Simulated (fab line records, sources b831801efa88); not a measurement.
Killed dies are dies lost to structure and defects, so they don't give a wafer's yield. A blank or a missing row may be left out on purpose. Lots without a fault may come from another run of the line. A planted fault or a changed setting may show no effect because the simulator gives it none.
One fault seen from 2 desks | flow sky130 | each desk has only its own numbers; what lay behind them comes last

THE TOOL OWNER'S DESK: iline_stepper-02
The tool's own readings at SKY_VIA4_EXPOSE_08 (exposes mask VIM4, target cd 800 nm): means of the sampled wafers that have a number, for each lot that ran on this tool. A lot is out of limits, marked OUT, if its mean lies more than 4 standard deviations from the usual mean; the brackets give that distance.
Columns: A = exposure_dose_mJ_cm2 at SKY_VIA4_EXPOSE_08, usual 131.97
lot  | first seen here | A
L157 | day 41 21:20    | 132.03
L158 | day 42 15:36    | 132.16
L164 | day 44 09:22    | 132.05
L165 | day 44 20:18    | 123.16 (-68) OUT
L166 | day 45 04:26    | 123.13 (-68) OUT
L167 | day 45 06:48    | 123.08 (-68) OUT
L168 | day 45 17:25    | 122.84 (-70) OUT
This desk's finding: out of limits on L165, L166, L167, L168; first on L165, day 44 20:18 (exposure_dose_mJ_cm2 at SKY_VIA4_EXPOSE_08). In limits: L157, L158, L164.

THE METROLOGY DESK
What the gauges read, lot by lot, whatever tool the lot ran on: means of the sampled wafers that have a number. A lot is out of limits, marked OUT, if its mean lies more than 4 standard deviations from the usual mean; the brackets give that distance.
Columns: A = VIA3_W_RS at SKY_VIA3_RS_MEAS_22, usual 0.296 ohm/sq
lot  | first seen here | A
L157 | day 39 06:43    | 0.291
L158 | day 40 00:22    | 0.299
L159 | day 40 16:38    | 0.293
L160 | day 41 02:01    | 0.292
L164 | day 41 21:10    | 0.297
L165 | day 42 08:08    | 0.294
L166 | day 42 17:16    | 0.297
L167 | day 42 19:17    | 0.293
L168 | day 43 06:38    | 0.292
L169 | day 43 10:59    | 0.300
L171 | day 43 16:39    | 0.305
L172 | day 44 01:41    | 0.294
L174 | day 44 18:35    | 0.291
L178 | day 45 20:05    | 0.298
L176 | day 45 22:03    | 0.305
L179 | day 46 01:52    | 0.297
This desk's finding: nothing out of limits on any of the 16 lots.

PUT TOGETHER
The tool owner's desk could have raised an alarm at day 44 20:18, on L165, L166, L167, L168.
The metrology desk saw nothing out of limits.
The metrology desk has L165, L166, L167, L168 on record, within its limits.
Of the lots named, all ran SKY_VIA4_EXPOSE_08 on iline_stepper-02.

WHAT THE SIMULATOR HAD PUT IN
Process parameter drift: iline_stepper-02, from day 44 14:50 on, at SKY_VIA4_EXPOSE_08. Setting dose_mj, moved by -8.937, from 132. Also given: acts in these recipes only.
Lots struck among those shown: L165, L166, L167, L168.
Hours from the fault's start to each desk's first reading out of limits: the tool owner's desk, 5.
